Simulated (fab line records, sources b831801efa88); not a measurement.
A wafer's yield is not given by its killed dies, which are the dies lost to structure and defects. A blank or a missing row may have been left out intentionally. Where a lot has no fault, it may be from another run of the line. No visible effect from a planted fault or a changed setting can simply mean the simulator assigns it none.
fab line records    flow sky130
record: lots: 7  wafers: 21  last_day: 47
route steps=708 shown VT_ADJUST_LVTN@116 VT_ADJUST_NCORE@119 VT_ADJUST_HVTR@131 PAD_OPEN@708
lots untouched by any fault: they come from a run of this same line in which no faults occurred
start_h: the number of hours between the record's first day and the start of the first shown wafer of the lot    wait_h: time in hours since the lot's previous step    " as in the row above    L1.1+2: a row that stands for several wafers    - no value present, or no start provided    * or withheld: withheld    < > ~ a bound
route shown NAME@n: NAME is a module with steps in the file, n the number in the route of the first one    usual: the fault-free wafers' mean and standard deviation    same: alike in all rows    chamber/n: place in a boat    sites: each site's reading    _std_site: standard deviation across them    _edge_site: inner sites' mean taken away from outer sites' mean    radius_mm: how far each site lies from the wafer's centre    mask NAME#n: copy n    behind: the last tool/chamber to shape the wafer    hold: cause of the lot's hold/its duration in hours/its outcome    device: names the non-switching transistor (n, p or np)    end of line: at the end of the route, the tests of the same wafers    a step given without rows: its recipe and nothing more    killed: not the wafer's yield, but the dies lost to structure and defects at the first sort    map: a wafer's dies, x killed, . not, _ none there
set.NAME: the setting the step ran with; set.NAME@STEP: the setting that earlier step ran with    model.NAME: the simulator's own value behind a step, which no gauge read
a table for each step, a row for each wafer; lots at some steps of the route
services: a tool's chamber out of use, with start hour (start_h, from the record's first day; less than 0 if before it), hours out, and reason
== steps ==
step: SKY_VT_ADJUST_LVTN_IMPLANT_19
recipe: species: B  energy_kev: 30  dose_cm2: 6.5e+11  tilt_deg: withheld
step: SKY_VT_ADJUST_LVTN_STRIP_20
recipe: chemistry: O2/N2  power_w: 1400  pressure_mtorr: 1500  platen_temp_c: withheld  o2_flow_sccm: 3000  n2_flow_sccm: 300  overash_fraction: 0.5
usual: chamber_pressure_mTorr: 1499/7  drypump_motor_current_A: 5.8/0.51  n2_flow_sccm: 300.1/0.97  o2_flow_sccm: 3000/8.7  oes_product_au: 0.716/0.0046  strip_time_to_endpoint_s: 14.20/0.035
lot.wafer  tool             chamber  start_h  wait_h  chamber_pressure_mTorr  drypump_motor_current_A  n2_flow_sccm  o2_flow_sccm  oes_product_au  rf_hours_counter_h  strip_time_to_endpoint_s
L756.1     plasma_asher-01  0        168.31   0.1     1503                    5.5                      299.6         3002          0.717           6                   14.24
L756.2     "                1        "        "       1499                    6.4                      300.1         3008          0.715           6                   14.24
L756.3     "                1        "        "       1504                    6.4                      299.3         3000          0.719           -                   14.21
L758.4     plasma_asher-03  0        182.16   0.1     1499                    5.5                      299.9         3006          0.722           -                   14.22
L758.5     "                0        "        "       1502                    5.5                      299.9         3003          0.722           -                   14.23
L758.6     "                1        "        "       1499                    6.5                      301.4         3005          0.719           -                   14.23
L761.1     plasma_asher-04  1        199.56   0.1     1501                    5.1                      300.8         3005          0.711           55                  14.19
L761.2     "                0        "        "       1502                    6.2                      302.0         2994          0.713           55                  14.18
L761.6     "                1        "        "       1502                    5.1                      300.2         3015          0.715           -                   14.17
L762.3     plasma_asher-04  0        209.24   0.1     1499                    6.1                      299.2         3005          0.721           -                   14.12
L762.4     "                1        "        "       1500                    5.1                      300.6         3016          0.709           -                   14.14
L762.5     "                1        "        "       1500                    5.2                      301.2         2997          0.715           -                   14.16
L763.2     plasma_asher-01  0        216.86   0.1     1500                    5.5                      301.9         2997          0.721           11                  14.20
L763.4     "                1        "        "       1502                    6.4                      299.4         3006          0.715           -                   14.25
L763.5     "                1        "        "       1500                    6.4                      300.1         3007          0.723           -                   14.22
L764.1     plasma_asher-04  1        219.51   0.1     1501                    5.1                      298.6         3003          0.718           57                  14.11
L764.4     "                0        "        "       1500                    6.2                      300.0         3010          0.716           -                   14.19
L764.5     "                1        "        "       1499                    5.1                      298.9         3010          0.713           -                   14.14
L765.2     plasma_asher-04  0        223.11   0.1     1498                    6.1                      298.9         2999          0.716           58                  14.20
L765.4     "                0        "        "       1501                    6.1                      299.5         2998          0.719           -                   14.24
L765.5     "                1        "        "       1501                    5.1                      299.5         3018          0.719           -                   14.26
step: SKY_VT_ADJUST_LVTN_TW_MEAS_21
usual: VT_ADJUST_LVTN_2_TW: 187.4/1.9
lot.wafer  tool           chamber  start_h  wait_h  VT_ADJUST_LVTN_2_TW
L756.1     film_metro-02  -        168.41   0.1     183.7
L756.2     "              -        "        "       185.1
L756.3     "              -        "        "       185.0
L758.4     film_metro-04  -        182.25   0.1     189.4
L758.5     "              -        "        "       189.3
L758.6     "              -        "        "       189.2
L761.1     film_metro-04  -        199.66   0.1     190.6
L761.2     "              -        "        "       188.6
L761.6     "              -        "        "       190.1
L762.3     film_metro-02  -        209.33   0.1     185.2
L762.4     "              -        "        "       184.3
L762.5     "              -        "        "       183.5
L763.2     film_metro-04  -        216.97   0.1     189.1
L763.4     "              -        "        "       189.0
L763.5     "              -        "        "       188.9
L764.1     film_metro-03  -        219.61   0.1     186.9
L764.4     "              -        "        "       188.1
L764.5     "              -        "        "       187.0
L765.2     film_metro-04  -        223.22   0.1     188.8
L765.4     "              -        "        "       189.0
L765.5     "              -        "        "       188.2
step: SKY_VT_ADJUST_NCORE_DEHYDRATE_00
recipe: temp_c: 200  time_s: 60
step: SKY_VT_ADJUST_NCORE_HMDS_01
recipe: prime_time_s: 60  prime_temp_c: 120
step: SKY_VT_ADJUST_NCORE_COAT_02
recipe: resist: NOVOLAK  spin_rpm: 2954  resist_thk_nm: 1140
step: SKY_VT_ADJUST_NCORE_SOFTBAKE_03
recipe: temp_c: 90  time_s: 60  resist: NOVOLAK
step: SKY_VT_ADJUST_NCORE_EXPOSE_04
recipe: mask_id: LVTN_COMPLEMENT_THIN  na: 0.6  source_shape: conventional  sigma_outer: 0.6  polarization: unpolarized  target_cd_nm: 380  dose_mj: 139
step: SKY_VT_ADJUST_NCORE_PEB_05
recipe: temp_c: withheld  time_s: *  resist: NOVOLAK
step: SKY_VT_ADJUST_NCORE_DEVELOP_06
recipe: resist: NOVOLAK  developer: TMAH  develop_time_s: 60  dev_temp_c: 23
step: SKY_VT_ADJUST_NCORE_CD_MEAS_07
recipe: target_cd_nm: 380
usual: cd_nm: 378.7/2.2
lot.wafer  tool       chamber  start_h  wait_h  cd_nm
L756.1     cd_sem-01  -        189.63   0.1     376.2
L756.2     "          -        "        "       378.0
L756.3     "          -        "        "       379.8
L758.4     cd_sem-01  -        203.64   0.1     378.9
L758.5     "          -        "        "       375.8
L758.6     "          -        "        "       379.7
L761.1     cd_sem-02  -        219.93   0.1     378.3
L761.2     "          -        "        "       375.8
L761.6     "          -        "        "       377.9
L762.3     cd_sem-01  -        231.22   0.1     374.2
L762.4     "          -        "        "       374.4
L762.5     "          -        "        "       375.0
L763.2     cd_sem-02  -        239.74   0.1     377.3
L763.4     "          -        "        "       376.6
L763.5     "          -        "        "       377.0
L764.1     cd_sem-02  -        242.65   0.1     380.1
L764.4     "          -        "        "       381.3
L764.5     "          -        "        "       380.4
L765.2     cd_sem-01  -        245.54   0.1     381.6
L765.4     "          -        "        "       379.2
L765.5     "          -        "        "       379.6
step: SKY_VT_ADJUST_NCORE_OVL_MEAS_08
usual: VT_ADJUST_NCORE_OVL: 0.2/1.9
lot.wafer  tool        chamber  start_h  wait_h  VT_ADJUST_NCORE_OVL[nm]
L756.1     overlay-02  -        189.75   0.1     -3.4
L756.2     "           -        "        "       -3.2
L756.3     "           -        "        "       -3.1
L758.4     overlay-02  -        203.72   0.1     -1.3
L758.5     "           -        "        "       -0.1
L758.6     "           -        "        "       -2.1
L761.1     overlay-02  -        220.05   0.1     0.0
L761.2     "           -        "        "       -3.0
L761.6     "           -        "        "       -2.2
L762.3     overlay-02  -        231.31   0.1     2.4
L762.4     "           -        "        "       2.4
L762.5     "           -        "        "       1.3
L763.2     overlay-01  -        239.85   0.1     -1.7
L763.4     "           -        "        "       -0.4
L763.5     "           -        "        "       -1.9
L764.1     overlay-01  -        242.77   0.1     1.2
L764.4     "           -        "        "       2.5
L764.5     "           -        "        "       1.6
L765.2     overlay-01  -        245.65   0.1     1.9
L765.4     "           -        "        "       1.7
L765.5     "           -        "        "       2.0
step: SKY_VT_ADJUST_NCORE_IMPLANT_09
recipe: species: B  energy_kev: 10  dose_cm2: 2.4e+12  tilt_deg: withheld
usual: faraday_current_uA: 13.56/0.26  implant_ion_amu: 11/0
lot.wafer  tool          chamber  start_h  wait_h  faraday_current_uA  implant_ion_amu  model.implant.rp_nm  model.implant.drp_nm
L756.1     implanter-01  0        189.78   0.0     13.36               11               32.3                 17.11
L756.2     "             0        "        "       13.49               11               32.3                 17.11
L756.3     "             0        "        "       13.63               11               32.3                 17.11
L758.4     implanter-01  0        203.81   0.1     13.40               11               32.25                17.11
L758.5     "             0        "        "       13.65               11               32.25                17.11
L758.6     "             0        "        "       13.60               11               32.25                17.11
L761.1     implanter-02  0        220.08   0.0     14.10               11               34.11                17.11
L761.2     "             0        "        "       13.06               11               34.11                17.11
L761.6     "             0        "        "       13.25               11               34.11                17.11
L762.3     implanter-02  0        231.38   0.1     13.52               11               32.62                17.11
L762.4     "             0        "        "       13.76               11               32.62                17.11
L762.5     "             0        "        "       14.05               11               32.62                17.11
L763.2     implanter-01  0        239.90   0.0     13.30               49               10.14                6.005
L763.4     "             0        "        "       13.27               49               10.14                6.005
L763.5     "             0        "        "       13.43               49               10.14                6.005
L764.1     implanter-02  0        242.81   0.0     13.66               49               10.4                 6.005
L764.4     "             0        "        "       13.41               49               10.4                 6.005
L764.5     "             0        "        "       13.29               49               10.4                 6.005
L765.2     implanter-02  0        245.70   0.0     13.35               49               10.24                6.005
L765.4     "             0        "        "       13.20               49               10.24                6.005
L765.5     "             0        "        "       13.65               49               10.24                6.005
step: SKY_VT_ADJUST_NCORE_STRIP_10
recipe: chemistry: O2/N2  power_w: 1400  pressure_mtorr: 1500  platen_temp_c: withheld  o2_flow_sccm: 3000  n2_flow_sccm: 300  overash_fraction: 0.5
usual: chamber_pressure_mTorr: 1499.8/1.4  drypump_motor_current_A: 6.0/0.47  n2_flow_sccm: 300.0/0.82  o2_flow_sccm: 3000/9.7  oes_product_au: 0.715/0.0043  strip_time_to_endpoint_s: 14.282/0.03
lot.wafer  tool             chamber  start_h  wait_h  chamber_pressure_mTorr  drypump_motor_current_A  n2_flow_sccm  o2_flow_sccm  oes_product_au  rf_hours_counter_h  strip_time_to_endpoint_s
L756.1     plasma_asher-01  0        189.93   0.1     1503.0                  5.5                      300.0         3011          0.719           8                   14.257
L756.2     "                1        "        "       1500.5                  6.4                      298.9         3004          0.713           8                   14.278
L756.3     "                1        "        "       1499.5                  6.4                      298.8         3003          0.715           -                   14.269
L758.4     plasma_asher-02  0        203.92   0.1     1501.3                  5.5                      300.9         3021          0.712           -                   14.261
L758.5     "                0        "        "       1500.2                  5.5                      301.0         3007          0.715           -                   14.316
L758.6     "                1        "        "       1498.4                  6.4                      299.2         2993          0.716           -                   14.300
L761.1     plasma_asher-01  1        220.23   0.1     1499.7                  6.4                      300.8         3007          0.707           11                  14.322
L761.2     "                0        "        "       1497.8                  5.5                      299.3         2993          0.705           11                  14.384
L761.6     "                0        "        "       1501.6                  5.5                      299.1         2989          0.712           -                   14.318
L762.3     plasma_asher-01  1        231.52   0.1     1500.2                  6.4                      299.7         2982          0.714           -                   14.281
L762.4     "                0        "        "       1500.6                  5.5                      299.0         2998          0.719           -                   14.243
L762.5     "                1        "        "       1498.2                  6.4                      299.7         2982          0.714           -                   14.239
L763.2     plasma_asher-02  0        240.03   0.1     1498.3                  5.5                      300.9         2996          0.713           56                  14.298
L763.4     "                0        "        "       1498.6                  5.5                      300.4         3007          0.710           -                   14.314
L763.5     "                1        "        "       1500.2                  6.4                      299.6         3015          0.717           -                   14.303
L764.1     plasma_asher-01  0        242.96   0.1     1498.7                  5.5                      300.8         3010          0.706           13                  14.311
L764.4     "                0        "        "       1500.6                  5.5                      301.3         3002          0.710           -                   14.286
L764.5     "                0        "        "       1501.4                  5.5                      300.1         3005          0.715           -                   14.275
L765.2     plasma_asher-02  0        245.83   0.1     1499.9                  5.5                      300.4         2997          0.722           56                  14.258
L765.4     "                1        "        "       1501.0                  6.4                      299.2         2987          0.720           -                   14.282
L765.5     "                1        "        "       1498.5                  6.4                      300.8         3003          0.717           -                   14.285
step: SKY_VT_ADJUST_NCORE_TW_MEAS_11
usual: VT_ADJUST_NCORE_TW: 217.3/1.9
lot.wafer  tool           chamber  start_h  wait_h  VT_ADJUST_NCORE_TW
L756.1     film_metro-01  -        190.03   0.1     218.2
L756.2     "              -        "        "       217.4
L756.3     "              -        "        "       217.8
L758.4     film_metro-03  -        204.01   0.1     218.0
L758.5     "              -        "        "       219.7
L758.6     "              -        "        "       219.1
L761.1     film_metro-02  -        220.33   0.1     215.4
L761.2     "              -        "        "       217.5
L761.6     "              -        "        "       216.1
L762.3     film_metro-01  -        231.60   0.1     218.6
L762.4     "              -        "        "       218.2
L762.5     "              -        "        "       218.0
L763.2     film_metro-02  -        240.14   0.1     313.8
L763.4     "              -        "        "       311.1
L763.5     "              -        "        "       315.2
L764.1     film_metro-02  -        243.06   0.1     313.9
L764.4     "              -        "        "       314.0
L764.5     "              -        "        "       314.1
L765.2     film_metro-03  -        245.94   0.1     319.0
L765.4     "              -        "        "       318.5
L765.5     "              -        "        "       318.3
step: SKY_VT_ADJUST_HVTR_DEHYDRATE_00
recipe: temp_c: 200  time_s: 60
step: SKY_PAD_OPEN_PROBE_99
usual: killed_at_M0_to_M3: 43/5.9  killed_at_M4_up: 3.3/1.9  killed_at_contacts: 24/5.6  killed_at_front_end: 15/4.1  killed_at_other: 0.4/0.66  killed_dies: 86/9  killed_on_rim: 17/3.7  killed_open: 47/6.9  killed_short: 39/6.2
same: gross_dies: 492  killed_at_back_side: 0
lot.wafer  tool       chamber  start_h  wait_h  killed_at_M0_to_M3  killed_at_M4_up  killed_at_contacts  killed_at_front_end  killed_at_other  killed_dies  killed_on_rim  killed_open  killed_short  model.etest.nfet_16v.r_on_ohm_um  model.etest.pfet_16v.r_on_ohm_um  model.etest.pfet_g5v0d10v5.r_on_ohm_um  model.etest.tip_p.rs_ohm_sq  model.etest.res_pwell_under_gate.rs_ohm_sq  model.etest.pfet_01v8.r_on_ohm_um  model.etest.nfet_g5v0d10v5.r_on_ohm_um  model.etest.tip_p_5v.rs_ohm_sq
L756.1     prober-02  -        1081.70  0.1     42                  1                27                  13                   0                83           20             36           46            1.393e+04                         1.604e+04                         4772                                    6848                         2318                                        2859                               1895                                    2886
L756.2     prober-02  -        1081.75  0.1     40                  4                29                  21                   0                94           20             40           54            1.388e+04                         1.61e+04                          4794                                    6860                         2320                                        2886                               1896                                    2887
L756.3     prober-02  -        1081.80  0.2     37                  3                23                  18                   0                81           12             47           33            1.393e+04                         1.568e+04                         4853                                    6806                         2317                                        2909                               1922                                    2894
L758.4     prober-02  -        1088.79  0.2     42                  8                17                  18                   2                87           17             54           33            1.355e+04                         1.529e+04                         4799                                    6843                         2288                                        2888                               1872                                    2916
L758.5     prober-02  -        1088.84  0.2     48                  1                17                  7                    0                73           16             43           30            1.349e+04                         1.526e+04                         4720                                    6839                         2280                                        2856                               1848                                    2884
L758.6     prober-02  -        1088.89  0.2     52                  3                14                  10                   1                80           17             43           37            1.356e+04                         1.535e+04                         4744                                    6870                         2262                                        2854                               1861                                    2905
L761.1     prober-01  -        1105.80  0.1     39                  0                25                  15                   0                79           20             50           28            1.408e+04                         1.552e+04                         4693                                    6861                         2290                                        2788                               1865                                    2899
L761.2     prober-01  -        1105.85  0.1     45                  2                21                  10                   0                78           20             38           39            1.407e+04                         1.573e+04                         4738                                    6933                         2302                                        2802                               1895                                    2883
L761.6     prober-01  -        1106.05  0.2     45                  2                27                  16                   0                90           15             52           36            1.416e+04                         1.592e+04                         4697                                    6917                         2278                                        2801                               1869                                    2880
L762.3     prober-02  -        1107.67  0.2     40                  6                22                  13                   0                81           16             43           38            1.416e+04                         1.504e+04                         4668                                    6979                         2285                                        2881                               1850                                    2878
L762.4     prober-02  -        1107.72  0.2     48                  1                16                  13                   0                78           11             42           36            1.422e+04                         1.531e+04                         4811                                    6956                         2277                                        2928                               1886                                    2855
L762.5     prober-02  -        1107.77  0.2     39                  2                32                  17                   0                90           19             51           38            1.437e+04                         1.532e+04                         4848                                    6926                         2284                                        2880                               1909                                    2858
L763.2     prober-01  -        1120.33  0.1     45                  1                18                  19                   0                83           21             38           45            1.234e+04                         1.711e+04                         5438                                    7233                         2453                                        3026                               1771                                    3002
L763.4     prober-01  -        1120.43  0.2     42                  3                32                  27                   3                107          19             61           44            1.23e+04                          1.736e+04                         5514                                    7212                         2477                                        3092                               1766                                    3010
L763.5     prober-01  -        1120.48  0.2     58                  2                38                  12                   1                111          24             58           53            1.222e+04                         1.724e+04                         5514                                    7214                         2455                                        3108                               1764                                    3015
L764.1     prober-02  -        1123.31  0.1     33                  5                26                  22                   0                86           10             45           41            1.212e+04                         1.724e+04                         5401                                    7229                         2517                                        2984                               1727                                    3028
L764.4     prober-02  -        1123.46  0.2     42                  6                24                  19                   0                91           21             53           38            1.217e+04                         1.701e+04                         5412                                    7273                         2523                                        2996                               1739                                    3032
L764.5     prober-02  -        1123.51  0.2     43                  4                23                  21                   0                91           16             44           47            1.217e+04                         1.766e+04                         5433                                    7259                         2529                                        2998                               1740                                    3010
L765.2     prober-01  -        1126.09  0.1     46                  2                27                  13                   1                89           16             44           44            1.224e+04                         1.697e+04                         5462                                    7174                         2506                                        3077                               1756                                    2998
L765.4     prober-01  -        1126.19  0.2     41                  3                32                  11                   0                87           15             48           39            1.224e+04                         1.677e+04                         5410                                    7202                         2511                                        3066                               1740                                    3029
L765.5     prober-01  -        1126.24  0.2     48                  3                19                  14                   1                85           13             44           41            1.23e+04                          1.704e+04                         5491                                    7244                         2485                                        3056                               1755                                    2997
killed by level:class
L756.1 CONTACT:geometric_particle:open=9 CONTACT:geometric_particle:short=7 VIA3:geometric_particle:short=7 VIA2:geometric_particle:open=6 METAL2:geometric_particle:short=6 METAL1:geometric_particle:short=5 VIA1:geometric_particle:open=5 LOCAL_INTERCONNECT:geometric_particle:short=4
L756.2 VIA1:geometric_particle:open=13 LOCAL_INTERCONNECT:geometric_particle:short=8 CONTACT:geometric_particle:open=7 POLY_GATE:geometric_particle:open=6 VIA1:geometric_particle:short=6 FIELD_ISO:geometric_particle:short=5 LI_CONTACT:geometric_particle:open=5 CONTACT:geometric_particle:short=5
L756.3 VIA1:geometric_particle:open=10 CONTACT:geometric_particle:open=8 POLY_GATE:geometric_particle:open=6 LI_CONTACT:geometric_particle:open=6 METAL2:geometric_particle:short=6 CONTACT:geometric_particle:short=5 VIA3:geometric_particle:open=5 POLY_GATE:geometric_particle:short=4
L758.4 VIA2:geometric_particle:open=9 VIA1:geometric_particle:open=8 LI_CONTACT:geometric_particle:open=7 VIA3:geometric_particle:open=7 FIELD_ISO:geometric_particle:open=6 POLY_GATE:geometric_particle:open=5 CONTACT:geometric_particle:open=5 METAL4:geometric_particle:short=5
L758.5 VIA3:geometric_particle:open=13 METAL1:geometric_particle:short=8 VIA1:geometric_particle:open=8 CONTACT:geometric_particle:open=6 LI_CONTACT:geometric_particle:open=4 METAL2:geometric_particle:short=4 VIA2:geometric_particle:short=3 CONTACT:geometric_particle:short=3
L758.6 VIA1:geometric_particle:open=15 VIA2:geometric_particle:open=8 METAL2:geometric_particle:short=6 VIA3:geometric_particle:open=6 FIELD_ISO:geometric_particle:short=4 CONTACT:geometric_particle:short=4 METAL1:geometric_particle:short=4 VIA2:geometric_particle:short=4
L761.1 CONTACT:geometric_particle:open=12 VIA1:geometric_particle:open=10 CONTACT:geometric_particle:short=7 VIA2:geometric_particle:open=6 VIA3:geometric_particle:open=6 SPACER:geometric_particle:open=5 METAL1:geometric_particle:short=4 VIA2:geometric_particle:short=4
L761.2 METAL1:geometric_particle:short=9 CONTACT:geometric_particle:open=9 METAL2:geometric_particle:short=7 VIA2:geometric_particle:open=6 VIA1:geometric_particle:short=5 VIA1:geometric_particle:open=5 CONTACT:geometric_particle:short=4 METAL3:geometric_particle:short=4
L761.6 CONTACT:geometric_particle:open=13 VIA1:geometric_particle:open=12 METAL2:geometric_particle:short=8 LI_CONTACT:geometric_particle:open=6 CONTACT:geometric_particle:short=5 VIA2:geometric_particle:open=5 VIA3:geometric_particle:open=5 POLY_GATE:geometric_particle:short=4
L762.3 LI_CONTACT:geometric_particle:open=7 VIA3:geometric_particle:open=7 VIA1:geometric_particle:open=7 VIA1:geometric_particle:short=7 CONTACT:geometric_particle:short=6 CONTACT:geometric_particle:open=5 VIA2:geometric_particle:open=5 VIA3:geometric_particle:short=5
L762.4 METAL2:geometric_particle:short=10 VIA1:geometric_particle:open=8 VIA3:geometric_particle:open=8 CONTACT:geometric_particle:open=7 METAL3:geometric_particle:short=5 VIA2:geometric_particle:open=4 LI_CONTACT:geometric_particle:open=4 FIELD_ISO:geometric_particle:short=3
L762.5 CONTACT:geometric_particle:open=14 VIA2:geometric_particle:open=8 LI_CONTACT:geometric_particle:open=7 VIA1:geometric_particle:open=6 FIELD_ISO:geometric_particle:open=5 VIA3:geometric_particle:open=5 CONTACT:geometric_particle:short=5 METAL2:geometric_particle:short=5
L763.2 VIA1:geometric_particle:open=10 METAL1:geometric_particle:short=10 CONTACT:geometric_particle:open=7 POLY_GATE:geometric_particle:open=6 METAL2:geometric_particle:short=5 METAL3:geometric_particle:short=5 VIA3:geometric_particle:short=5 FIELD_ISO:geometric_particle:short=4
L763.4 CONTACT:geometric_particle:open=13 VIA1:geometric_particle:open=11 LI_CONTACT:geometric_particle:open=9 FIELD_ISO:geometric_particle:short=8 POLY_GATE:geometric_particle:open=6 METAL1:geometric_particle:short=5 FIELD_ISO:geometric_particle:open=4 LOCAL_INTERCONNECT:geometric_particle:short=4
L763.5 CONTACT:geometric_particle:open=16 METAL1:geometric_particle:short=11 VIA2:geometric_particle:open=11 LI_CONTACT:geometric_particle:open=9 VIA1:geometric_particle:open=9 METAL2:geometric_particle:short=8 CONTACT:geometric_particle:short=5 LOCAL_INTERCONNECT:geometric_particle:short=4
L764.1 CONTACT:geometric_particle:open=12 POLY_GATE:geometric_particle:open=7 POLY_GATE:geometric_particle:short=5 METAL1:geometric_particle:short=5 VIA1:geometric_particle:open=5 VIA1:geometric_particle:short=5 VIA3:geometric_particle:open=5 FIELD_ISO:geometric_particle:short=4
L764.4 VIA1:geometric_particle:open=10 VIA2:geometric_particle:open=8 LI_CONTACT:geometric_particle:open=8 FIELD_ISO:geometric_particle:short=7 POLY_GATE:geometric_particle:open=7 CONTACT:geometric_particle:open=7 LOCAL_INTERCONNECT:geometric_particle:short=5 VIA3:geometric_particle:open=5
L764.5 VIA1:geometric_particle:open=11 FIELD_ISO:geometric_particle:short=10 CONTACT:geometric_particle:open=10 VIA3:geometric_particle:open=7 VIA2:geometric_particle:open=6 CONTACT:geometric_particle:short=6 METAL2:geometric_particle:short=5 VIA1:geometric_particle:short=5
L765.2 LI_CONTACT:geometric_particle:open=8 CONTACT:geometric_particle:short=8 CONTACT:geometric_particle:open=8 METAL2:geometric_particle:short=8 VIA1:geometric_particle:open=7 METAL1:geometric_particle:short=7 FIELD_ISO:geometric_particle:open=4 VIA3:geometric_particle:open=4
L765.4 CONTACT:geometric_particle:open=14 CONTACT:geometric_particle:short=9 VIA2:geometric_particle:open=8 VIA1:geometric_particle:open=8 METAL2:geometric_particle:short=5 POLY_GATE:geometric_particle:short=4 LI_CONTACT:geometric_particle:open=4 METAL3:geometric_particle:short=4
L765.5 VIA1:geometric_particle:open=12 METAL2:geometric_particle:short=8 CONTACT:geometric_particle:open=7 METAL1:geometric_particle:short=6 CONTACT:geometric_particle:short=6 VIA2:geometric_particle:open=6 METAL2:geometric_particle:open=5 LOCAL_INTERCONNECT:geometric_particle:short=4
== services ==
tool             chamber  start_h  hours  kind
plasma_asher-04  -        147.06   3.0    repair
plasma_asher-03  -        150.54   28.1   pm
plasma_asher-02  -        176.08   14.5   repair
== key ==
first_sign: step: SKY_VT_ADJUST_NCORE_IMPLANT_09  reading: implant_ion_amu  direction: up  sigmas: 99+  usual: 11  struck: 49
effect: step: SKY_VT_ADJUST_NCORE_TW_MEAS_11  reading: VT_ADJUST_NCORE_TW  direction: up  sigmas: 52  usual: 217.3  struck: 315.3
model_effect: step: SKY_VT_ADJUST_NCORE_IMPLANT_09  value: implant.rp_nm  without: 33.39  struck: 10.26
model_effect: step: SKY_PAD_OPEN_PROBE_99  value: etest.nfet_16v.r_on_ohm_um  without: 1.415e+04  struck: 1.223e+04
met_at SKY_VT_ADJUST_NCORE_IMPLANT_09
struck_wafers L763.2,L763.4,L763.5,L764.1,L764.4,L764.5,L765.2,L765.4,L765.5
tester_left_out L763,L764,L765
onset_between 231.38 239.90
fault: kind: wrong_recipe_download  tool: implanter-01,implanter-02,implanter-04  chamber: -  onset_h: 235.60  steps: SKY_VT_ADJUST_NCORE_IMPLANT_09  wrong_recipe.not_listed: 1
tester_left_out: of these lots the tester's yield and bins aren't shown, on N5 and GAA mostly nor the transistor test; their killed dies are dies lost to structure and defects alone, not to doping, threshold or leakage, so they don't give the yield
